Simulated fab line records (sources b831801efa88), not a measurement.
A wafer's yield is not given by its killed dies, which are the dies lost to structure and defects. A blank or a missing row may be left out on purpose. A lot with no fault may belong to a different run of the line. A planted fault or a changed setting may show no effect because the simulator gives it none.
Commonality check across tools | flow sky130 | Sample size 13 lots and 39 wafers

## WHY IT WAS OPENED
At SKY_SD_N_RS_MEAS_16 the reading SD_N_RS is flagged on 2 of 13 lots. Wafers without a fault read 68.62 ohm/sq, standard deviation 0.11.
Rule: a lot is flagged when every wafer of it that has a number lies more than 4 standard deviations from that mean, or none has a number. As for the other lots, they are considered sound.

lot  | measured     | on            | SD_N_RS (ohm/sq), wafer by wafer | flag
L200 | day 27 22:50 | film metro-01 | 68.54 68.50 68.56                |
L201 | day 28 05:44 | film metro-02 | 68.53 68.53 68.50                |
L202 | day 28 20:20 | film metro-02 | 68.67 68.57 68.63                |
L204 | day 29 08:22 | film metro-01 | 68.57 68.77 68.72                |
L205 | day 29 13:05 | film metro-01 | 68.62 68.64 68.60                |
L206 | day 30 04:49 | film metro-03 | 68.78 68.67 68.57                |
L208 | day 30 23:04 | film metro-01 | 68.71 68.72 68.73                |
L210 | day 31 23:02 | film metro-02 | 68.47 68.51 68.57                |
L214 | day 32 19:38 | film metro-01 | 71.62 71.69 71.70                | FLAGGED
L216 | day 33 14:45 | film metro-03 | 71.75 71.84 71.80                | FLAGGED
L219 | day 34 10:43 | film metro-01 | 68.69 68.78 68.68                |
L221 | day 34 23:38 | film metro-01 | 68.68 68.78 68.76                |
L223 | day 35 17:14 | film metro-03 | 68.56 68.76 68.69                |
The numbers of the flagged lots are 71.73 ohm/sq on average: +3.11 ohm/sq against the usual, or +28 standard deviations.

## WHICH TOOL EACH LOT WENT THROUGH
The record holds 1 process step before the reading, out of a route of 708 steps. Cell contents, in order: the tool; ch with the chambers the sampled wafers went through; the start.
lot  | flag    | SKY_SD_N_RTA_14
L200 |         | rtp anneal-02 ch 0, day 27 22:40
L201 |         | rtp anneal-01 ch 0, day 28 05:34
L202 |         | rtp anneal-02 ch 0, day 28 20:10
L204 |         | rtp anneal-02 ch 0, day 29 08:12
L205 |         | rtp anneal-01 ch 0, day 29 12:51
L206 |         | rtp anneal-02 ch 0, day 30 04:39
L208 |         | rtp anneal-02 ch 0, day 30 22:54
L210 |         | rtp anneal-02 ch 0, day 31 22:52
L214 | FLAGGED | rtp anneal-02 ch 0, day 32 19:28
L216 | FLAGGED | rtp anneal-02 ch 0, day 33 14:34
L219 |         | rtp anneal-01 ch 0, day 34 10:32
L221 |         | rtp anneal-01 ch 0, day 34 23:28
L223 |         | rtp anneal-01 ch 0, day 35 17:03
These steps, and what they do:
- SKY_SD_N_RTA_14: time 2 s.
- SKY_SD_N_RS_MEAS_16: measures by four-point-probe.

## FLAGGED AGAINST TOTAL, ONE TOOL AT A TIME (gauges that did the reading follow at the end)
step                | tool          | lots run | flagged | share of the flagged lots | sound lots run after its first flagged lot
SKY_SD_N_RTA_14     | rtp anneal-01 | 5        | 0       | none                      | -
SKY_SD_N_RTA_14     | rtp anneal-02 | 8        | 2       | all                       | 0
SKY_SD_N_RS_MEAS_16 | film metro-01 | 7        | 1       | some                      | 2 (L219,L221)
SKY_SD_N_RS_MEAS_16 | film metro-02 | 3        | 0       | none                      | -
SKY_SD_N_RS_MEAS_16 | film metro-03 | 3        | 1       | some                      | 1 (L223)

## WHAT THE TABLE ALLOWS
All flagged lots share 1 row of the table, namely rtp anneal-02 at SKY_SD_N_RTA_14.
- rtp anneal-02 at SKY_SD_N_RTA_14: 2 of its 8 lots flagged. Last sound lot L210 at day 31 22:52, first flagged lot L214 at day 32 19:28; a fault beginning in between fits. Its own readings (lamp power pct, wafer_temp_C_max) fall more than 4 standard deviations out on all wafers of the flagged lots.
rtp anneal-02 at SKY_SD_N_RTA_14 is the single tool remaining.

## WHAT WAS PUT IN BY THE SIMULATOR
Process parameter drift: rtp anneal-02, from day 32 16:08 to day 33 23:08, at SKY_SD_N_RTA_14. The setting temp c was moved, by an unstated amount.
Shown lots that were struck: L214, L216. The rule given above showed the same thing.
